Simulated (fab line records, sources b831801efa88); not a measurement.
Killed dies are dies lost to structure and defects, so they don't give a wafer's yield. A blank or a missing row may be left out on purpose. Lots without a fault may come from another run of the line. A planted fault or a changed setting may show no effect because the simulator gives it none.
Chamber matching | flow gf180mcu | GF_CONTACT_CMP_04 on cmp-01: 4 sister chambers
The step polishes SiO2. 8 wafers are shown with their chamber, then 7 later ones without.

WAFERS WITH THEIR CHAMBER
wafer  | chamber | motor_current_A (A) | time_to_endpoint_s (s)
L176.6 | 0       | 11.6                | 113
L177.1 | 0       | 12.4                | 97
L177.2 | 3       | 11.2                | 109
L178.1 | 3       | 11.6                | 111
L178.4 | 1       | 13.9                | 108
L178.5 | 2       | 13.0                | 118
L179.1 | 2       | 12.9                | 116
L179.3 | 1       | 13.7                | 112

WAFERS WITHOUT THEIR CHAMBER
wafer  | motor_current_A (A) | time_to_endpoint_s (s)
L179.6 | 13.5                | 114
L182.2 | 12.0                | 115
L182.5 | 12.7                | 124
L182.6 | 11.0                | 119
L190.1 | 11.4                | 110
L190.2 | 11.4                | 113
L190.3 | 13.1                | 111

WHICH CHAMBER EACH WENT THROUGH
wafer  | from the rows above          | in truth
L179.6 | can't be placed: 1 or 2      | 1
L182.2 | can't be placed: 0 or 3 or 2 | 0
L182.5 | 2                            | 2
L182.6 | can't be placed: 3 or 0      | 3
L190.1 | 3                            | 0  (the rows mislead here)
L190.2 | can't be placed: 3 or 0      | 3
L190.3 | can't be placed: 2 or 1      | 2
Placed correctly: 1 of 7. Can't be placed from these rows: 5 (the true chamber is among the candidates in 5). Placed wrongly: 1.
How it was worked out, from the rows above alone: a wafer's distance from a chamber is the root of the sum, over the readings, of the square of ((its reading less the chamber's mean) divided by the reading's scatter). The wafer belongs to the nearest chamber; if the next one is less than 2 further off, it can't be placed. A chamber's mean is the mean of its shown wafers. The scatter: the root of (the sum of the squares of (reading less its chamber's mean) over the shown wafers, divided by (wafers less chambers)).
